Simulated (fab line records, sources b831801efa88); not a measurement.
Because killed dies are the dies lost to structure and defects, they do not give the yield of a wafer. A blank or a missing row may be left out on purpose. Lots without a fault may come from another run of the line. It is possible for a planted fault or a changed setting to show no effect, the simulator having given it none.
Which tool was responsible? + flow sfq line + 42 wafers sampled from 14 lots at 1 step of a route of 325

== WHAT EACH GAUGE READ, for each wafer ==
Not one reading of a measure or inspect step in the record can be checked against a usual standard deviation.

== TOOL THAT RAN EACH LOT (tool first, then ch and the chambers of the sampled wafers, then the start) ==
| lot  | SFQ_TRILAYER_I5_LITHO_PEB_147     |
|------|-----------------------------------|
| L311 | litho track-01 ch 0, day 67 16:05 |
| L312 | litho track-01 ch 0, day 67 20:52 |
| L315 | litho track-01 ch 0, day 68 02:52 |
| L316 | litho track-01 ch 0, day 68 04:07 |
| L317 | litho track-03 ch 0, day 68 10:05 |
| L318 | litho track-03 ch 0, day 68 11:17 |
| L319 | litho track-03, day 68 16:02      |
| L320 | litho track-03, day 68 17:17      |
| L323 | litho track-02 ch 0, day 69 17:16 |
| L325 | litho track-02 ch 0, day 70 01:40 |
| L326 | litho track-03 ch 0, day 70 10:02 |
| L330 | litho track-02 ch 0, day 71 04:29 |
| L331 | litho track-03 ch 0, day 71 06:53 |
| L333 | litho track-02 ch 0, day 71 22:28 |
- SFQ_TRILAYER_I5_LITHO_PEB_147: peb time 60 s.

== AS READ BY THE TOOLS THEMSELVES (means over the sampled wafers that have a number; for cases with no such wafer, the mark the record gives instead) ==
SFQ_TRILAYER_I5_LITHO_PEB_147.
| lot  | tool           | chill plate temp C (C) | exhaust pa (Pa) |
|------|----------------|------------------------|-----------------|
| L311 | litho track-01 | 22.99                  | 45.3            |
| L312 | litho track-01 | 23.05                  | 47.2            |
| L315 | litho track-01 | 22.94                  | 45.4            |
| L316 | litho track-01 | 23.02                  | 45.0            |
| L317 | litho track-03 | 23.08                  | 43.7            |
| L318 | litho track-03 | 22.91                  | 45.4            |
| L319 | litho track-03 | -                      | -               |
| L320 | litho track-03 | -                      | -               |
| L323 | litho track-02 | 22.96                  | 45.2            |
| L325 | litho track-02 | 22.99                  | 45.9            |
| L326 | litho track-03 | 22.92                  | 44.9            |
| L330 | litho track-02 | 22.89                  | 45.4            |
| L331 | litho track-03 | 23.05                  | 43.8            |
| L333 | litho track-02 | 22.99                  | 45.7            |

== THE ANSWER, worked out from the rows above alone ==
Rule: the lots themselves supply what counts as usual. Put in order of their means at a reading, lots are off if they are a third of the lots or fewer, leave a main group of 4 or more, and stand apart from it by a gap of 3 or more times the standard deviation of the main group's means; of several such gaps the widest counts. A main group is skipped when, at the precision printed for the reading in the tables above, its means are all equal. A lot without any number at a reading at which 4 lots or more have one is off too. The other lots that the step has rows for count as sound. After the gauges, taken in route order, come the tools' own readings; for these a lot's mean is taken, as printed above. The first step at which some lot is off is used, and at that step the reading that is off furthest; a lot without a number counts as furthest.
Off, at SFQ_TRILAYER_I5_LITHO_PEB_147 on chill plate temp C: L319, L320. Without a number there: L319, L320. Mean 22.98 C and standard deviation 0.058 in the main group.
If a tool, at that step or one of the process steps before it, ran each lot that is off and ran no sound lot following the first of them, it fits. Of those tried, none fits.

== WHAT HAD BEEN PUT IN BY THE SIMULATOR ==
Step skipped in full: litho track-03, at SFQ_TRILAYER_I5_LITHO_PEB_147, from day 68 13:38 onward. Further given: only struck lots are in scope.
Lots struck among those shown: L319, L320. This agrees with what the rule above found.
